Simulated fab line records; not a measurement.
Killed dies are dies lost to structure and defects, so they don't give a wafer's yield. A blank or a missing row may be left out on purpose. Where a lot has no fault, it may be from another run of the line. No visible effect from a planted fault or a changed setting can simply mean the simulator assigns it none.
A struck lot beside a sound one + flow sky130 + 43 steps out of a route of 708
Sound: the wafers L526.1, L526.3, L526.6. Wafers struck: L534.1, L534.4, L534.5. Last of all comes the cause.
Order at every step that has rows: each side's tool, ch and its chambers, its first start. Under that, the readings that differ: sound wafers + struck wafers + difference of the means + sigmas: that difference in standard deviations of wafers without a fault.
alike: same words and numbers on both sides, and readings whose means sit less than 2 such deviations apart. not compared: any withheld reading, any reading some wafer has no value for, any bound like >300 that may hide the same value, and any number with overlapping values for which the record gives no deviation.
Wherever a step has rows on one side only, a row that says differs or no value, or a row with sigmas, the two part there. Non-overlapping numbers with no deviation appear without sigmas and do not part them. A reading that every wafer of one side lacks parts them only if that side has two wafers or more.

first, 2 steps without rows for these wafers: SKY_VIA3_CLEAN_18 (cleans in IPA, time 180 s); SKY_VIA3_CLEAN_19 (cleans in O3/DIW).
SKY_VIA3_SPUTTER_20: material TiN, target thk 20 nm, time 80 s.
  sound on pvd_sputter-03, day 41 20:35; struck on pvd_sputter-01, day 43 11:47
  alike: throttle_valve_pct
then, 1 step without rows for these wafers: SKY_VIA3_CVD_21 (deposits W, target thk 390 nm, time 117.31 s).
SKY_VIA3_RS_MEAS_22: the measuring method here is four-point-probe.
  sound on film_metro-02, day 41 20:47; struck on film_metro-03, day 43 11:58
  alike: VIA3_W_RS
SKY_VIA3_THK_MEAS_23: measures by xrf.
  sound on film_metro-02, day 41 20:54; struck on film_metro-03, day 43 12:05
  alike: VIA3_W_THK
SKY_VIA3_CMP_24: polishes, stops on SiO2, t overpolish 20 s, target thk 0 nm.
  sound on cmp-01 ch 0,2,3, day 41 21:04; struck on cmp-02 ch 0,1, day 43 12:08
| reading                | sound    | struck    | difference | sigmas |
|------------------------|----------|-----------|------------|--------|
| time_to_endpoint_s (s) | 89 89 90 | 100 99 98 | +10        | +2     |
  alike: motor_current_A, overpolish_run_s, slurry_flow_ml_min
then, 1 step without rows for these wafers: SKY_METAL4_SPUTTER_00 (material Ti, target thk 15 nm, time 10 s).
SKY_METAL4_SPUTTER_01: material TiN, target thk 20 nm, time 16.7 s.
  sound on pvd_sputter-02, day 41 21:17; struck on pvd_sputter-04, day 43 12:28
  alike: throttle_valve_pct
then, 3 steps without rows for these wafers: SKY_METAL4_SPUTTER_02 (material AlCu, target thk 735 nm, time 39.1 s); SKY_METAL4_SPUTTER_03 (material Ti, target thk 5 nm, time 3.3 s); SKY_METAL4_SPUTTER_04 (material TiN, target thk 70 nm, time 58.3 s).
SKY_CAP2M_CVD_00: deposits SiO2, target thk 15.5 nm.
  sound on pecvd-02 ch 0,2, day 41 21:25; struck on pecvd-02 ch 0,2, day 43 12:36
| reading                                | sound             | struck            | difference | sigmas |
|----------------------------------------|-------------------|-------------------|------------|--------|
| rf_fwd_power_W (W)                     | 441.7 442.6 444.6 | 369.4 373.9 369.2 | -72.1      | -27    |
| model.SiO2_of_CAP2M_CVD_00.thk_nm (nm) | 15.56 15.54 15.74 | 14.83 14.96 15.02 | -0.68      |        |
  alike: heater_power_w
SKY_CAP2M_THK_MEAS_01:
  sound on film_metro-04, day 41 21:26; struck on film_metro-01, day 43 12:38
| reading               | sound             | struck            | difference | sigmas |
|-----------------------|-------------------|-------------------|------------|--------|
| CAP2M_CVD_00_THK (nm) | 15.56 15.60 15.76 | 14.85 15.00 15.05 | -0.67      | -3     |
  not compared: hold
SKY_CAP2M_RS_MEAS_03: the measuring method here is four-point-probe.
  sound on film_metro-02, day 41 21:36; struck on film_metro-02, day 43 12:48
| reading               | sound          | struck         | difference | sigmas |
|-----------------------|----------------|----------------|------------|--------|
| CAP2M_TIN_RS (ohm/sq) | 7.06 7.05 7.00 | 6.81 6.75 6.79 | -0.25      | -3     |
SKY_CAP2M_THK_MEAS_04: measures by xrf.
  sound on film_metro-02, day 41 21:43; struck on film_metro-02, day 43 12:55
| reading            | sound             | struck            | difference | sigmas |
|--------------------|-------------------|-------------------|------------|--------|
| CAP2M_TIN_THK (nm) | 199.3 200.2 201.2 | 205.7 208.1 206.7 | +6.6       | +3     |
then, 7 steps without rows for these wafers: SKY_CAP2M_DEHYDRATE_05 (time 60 s); SKY_CAP2M_HMDS_06 (prime time 60 s); SKY_CAP2M_COAT_07 (resist thk 1140 nm); SKY_CAP2M_SOFTBAKE_08 (time 60 s); SKY_CAP2M_EXPOSE_09 (exposes mask CAP2M, target cd 1000 nm); SKY_CAP2M_PEB_10; SKY_CAP2M_DEVELOP_11 (develop time 60 s).
SKY_CAP2M_OVL_MEAS_12:
  sound on overlay-01, day 42 21:26; struck on overlay-02, day 44 11:11
  alike: CAP2M_OVL
SKY_CAP2M_METAL_ETCH_13: etches TiN in Cl2/BCl3, stops on SiO2, target depth 220 nm, time 62.9 s.
  sound on rie_metal-04 ch 0,1, day 42 21:28; struck on rie_metal-03 ch 0,1, day 44 11:13
| reading               | sound             | struck            | difference | sigmas |
|-----------------------|-------------------|-------------------|------------|--------|
| oes_product_au (a.u.) | 0.927 0.925 0.937 | 0.946 0.947 0.953 | +0.019     | +2     |
  alike: drypump_motor_current_A, throttle_valve_pct
  not compared: rf_hours_counter_h
SKY_CAP2M_STRIP_14: strips in O2/N2.
  sound on plasma_asher-01 ch 0,1, day 42 21:32; struck on plasma_asher-04 ch 0,1, day 44 11:18
  alike: drypump_motor_current_A, o2_flow_sccm, oes_product_au, strip_time_to_endpoint_s
  not compared: rf_hours_counter_h
then, 11 steps without rows for these wafers: SKY_CAP2M_STRIP_15 (strips in post etch residue remover, time 1200 s); SKY_CAP2M_CLEAN_16 (cleans in IPA, time 180 s); SKY_CAP2M_CLEAN_17 (cleans in O3/DIW); SKY_METAL4_DEHYDRATE_05 (time 60 s); SKY_METAL4_HMDS_06 (prime time 60 s); SKY_METAL4_COAT_07 (resist thk 60 nm); SKY_METAL4_COAT_08 (resist thk 1140 nm); SKY_METAL4_SOFTBAKE_09 (time 90 s); SKY_METAL4_EXPOSE_10 (exposes mask MM4, target cd 300 nm); SKY_METAL4_PEB_11; SKY_METAL4_DEVELOP_12 (develop time 60 s).
SKY_METAL4_CD_MEAS_13: the cd target is 300 nm.
  sound on cd_sem-01, day 43 22:02; struck on cd_sem-01, day 45 09:35
  alike: cd_nm
SKY_METAL4_OVL_MEAS_14:
  sound on overlay-02, day 43 22:09; struck on overlay-01, day 45 09:42
  alike: METAL4_OVL
then, 2 steps without rows for these wafers: SKY_METAL4_DESCUM_15 (chemistry O2, time 8 s); SKY_METAL4_ETCH_16 (etches BARC in N2/H2, stops on SiO2, time 88.2 s, target depth 60 nm).
SKY_METAL4_ETCH_17: etches SiO2 in C4F8/O2/Ar, stops on TiN, time 3.9 s, target depth 15 nm.
  sound on rie_diel-04 ch 0,2, day 43 22:19; struck on rie_diel-03 ch 1,3, day 45 09:52
| reading                  | sound             | struck            | difference | sigmas |
|--------------------------|-------------------|-------------------|------------|--------|
| oes_product_au (a.u.)    | 0.758 0.751 0.758 | 0.737 0.742 0.738 | -0.017     | -2     |
| model.etch.depth_nm (nm) | 15.56 15.54 15.74 | 14.83 14.96 15.02 | -0.68      |        |
  not compared: rf_hours_counter_h
-- the record jumps here: 4 days lie between the struck wafers' starts before and after (it left off in module METAL4 and takes up again in module PAD_OPEN, whose first step shown is number 708 of the route) --
SKY_PAD_OPEN_PROBE_99:
  sound on prober-01, day 47 22:47; struck on prober-02, day 49 04:07
| reading                       | sound             | struck            | difference | sigmas |
|-------------------------------|-------------------|-------------------|------------|--------|
| model.etest.cap_mim2.bv_v (V) | 14.1 14.13 13.78  | 13.23 13.66 13.63 | -0.50      |        |
| model.etest.cap_mim2.c_ff_um2 | 2.345 2.324 2.311 | 2.458 2.44 2.405  | +0.108     |        |
  alike: defect_limited_yield, killed_at_M0_to_M3, killed_at_M4_up, killed_at_contacts, killed_at_front_end, killed_at_other, killed_dies, killed_open, killed_short, sort_bin_3_pad_short, sort_bin_5_function, sort_bin_6_memory, sort_n_pass, sort_yield_pct
  not compared: model.etest.cap_mim2.leak_log10_a_cm2

WHERE THEY PART
Earliest at SKY_VIA3_CMP_24; latest, in this record, at SKY_METAL4_ETCH_17. Later steps at which nothing parts them and some readings are alike: SKY_PAD_OPEN_PROBE_99.

WHY: what the simulator had put in
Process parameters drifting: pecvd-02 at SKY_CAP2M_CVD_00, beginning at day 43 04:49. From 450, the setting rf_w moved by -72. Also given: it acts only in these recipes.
